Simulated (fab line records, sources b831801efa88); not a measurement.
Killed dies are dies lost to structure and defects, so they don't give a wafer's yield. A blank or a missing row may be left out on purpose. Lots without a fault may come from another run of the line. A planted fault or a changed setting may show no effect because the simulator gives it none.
Split-lot experiment | flow gf180mcu | 5 lots, 27 wafers read, on a route of 602 steps

THE SPLIT
At GF_POLY_GATE_OXIDATION_16 (stabilise 600 s, purge 300 s, target thk 4 nm), the setting ox_time_s was moved away from the recipe's 899 s on 24 of the 27 wafers read, by -55.8% to +48.4%. The other wafers ran this setting at the recipe's value.

The file shows no step between the split and the reading.

THE READING
POLY_GATE_OXIDATION_THK, in nm, at GF_POLY_GATE_THK_MEAS_17. Fault-free wafers of this fab line usually give 4.00 nm, standard deviation 0.086 nm.

wafer  | tool, chamber at the split | ox_time_s as run, s | against the recipe | POLY_GATE_OXIDATION_THK, nm | against lot-mates on the recipe
L075.1 | -, -                       | 397.1               | -55.8%             | 2.12                        | no lot-mate on the recipe
L075.2 | -, -                       | 397.1               | -55.8%             | 2.18                        | no lot-mate on the recipe
L075.3 | -, -                       | 397.1               | -55.8%             | 2.19                        | no lot-mate on the recipe
L075.4 | -, -                       | 397.1               | -55.8%             | 2.14                        | no lot-mate on the recipe
L075.5 | -, -                       | 397.1               | -55.8%             | 2.18                        | no lot-mate on the recipe
L075.6 | -, -                       | 397.1               | -55.8%             | 2.16                        | no lot-mate on the recipe
L077.1 | -, -                       | 1268                | +41.0%             | 5.21                        | no lot-mate on the recipe
L077.2 | -, -                       | 1268                | +41.0%             | 5.19                        | no lot-mate on the recipe
L077.3 | -, -                       | 1268                | +41.0%             | 5.22                        | no lot-mate on the recipe
L077.4 | -, -                       | 1268                | +41.0%             | 5.20                        | no lot-mate on the recipe
L077.5 | -, -                       | 1268                | +41.0%             | 5.19                        | no lot-mate on the recipe
L077.6 | -, -                       | 1268                | +41.0%             | 5.22                        | no lot-mate on the recipe
L076.1 | -, -                       | 478.2               | -46.8%             | 2.50                        | no lot-mate on the recipe
L076.2 | -, -                       | 478.2               | -46.8%             | 2.52                        | no lot-mate on the recipe
L076.3 | -, -                       | 478.2               | -46.8%             | 2.51                        | no lot-mate on the recipe
L076.4 | -, -                       | 478.2               | -46.8%             | 2.55                        | no lot-mate on the recipe
L076.5 | -, -                       | 478.2               | -46.8%             | 2.50                        | no lot-mate on the recipe
L076.6 | -, -                       | 478.2               | -46.8%             | 2.52                        | no lot-mate on the recipe
L082.2 | furnace-01, 0              | 899                 | recipe             | 4.01                        | -
L082.3 | furnace-01, 0              | 899                 | recipe             | 3.99                        | -
L082.4 | furnace-01, 0              | 899                 | recipe             | 4.03                        | -
L084.1 | -, -                       | 1334                | +48.4%             | 5.29                        | no lot-mate on the recipe
L084.2 | -, -                       | 1334                | +48.4%             | 5.35                        | no lot-mate on the recipe
L084.3 | -, -                       | 1334                | +48.4%             | 5.54                        | no lot-mate on the recipe
L084.4 | -, -                       | 1334                | +48.4%             | 5.37                        | no lot-mate on the recipe
L084.5 | -, -                       | 1334                | +48.4%             | 5.30                        | no lot-mate on the recipe
L084.6 | -, -                       | 1334                | +48.4%             | 5.35                        | no lot-mate on the recipe

THE FIT
A straight line over all 27 wafers: POLY_GATE_OXIDATION_THK changes by +0.0307 nm for each +1% of ox_time_s; r = +1.00; the points scatter about the line by 0.064 nm.
Too few moved wafers have a lot-mate on the recipe to fit a line with each lot's own level taken away.

THE WHOLE CHAIN: every reading that the file lists as answering this split, in the file's order
step                      | what it does                                  | reading                                                                                | change (the file's fit)                | r (the file's)
GF_POLY_GATE_OXIDATION_16 | stabilise 600 s, purge 300 s, target thk 4 nm | SiO2_of_POLY_GATE_OXIDATION_16.thk_nm (the simulator's own value, which no gauge read) | +0.0307 nm for each +1% of the setting | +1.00
GF_POLY_GATE_THK_MEAS_17  |                                               | POLY_GATE_OXIDATION_THK                                                                | +0.0307 for each +1% of the setting    | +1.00

THE FILE'S OWN FIT
POLY_GATE_OXIDATION_THK changes by +0.0307 nm for each +1% of ox_time_s, r = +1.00.
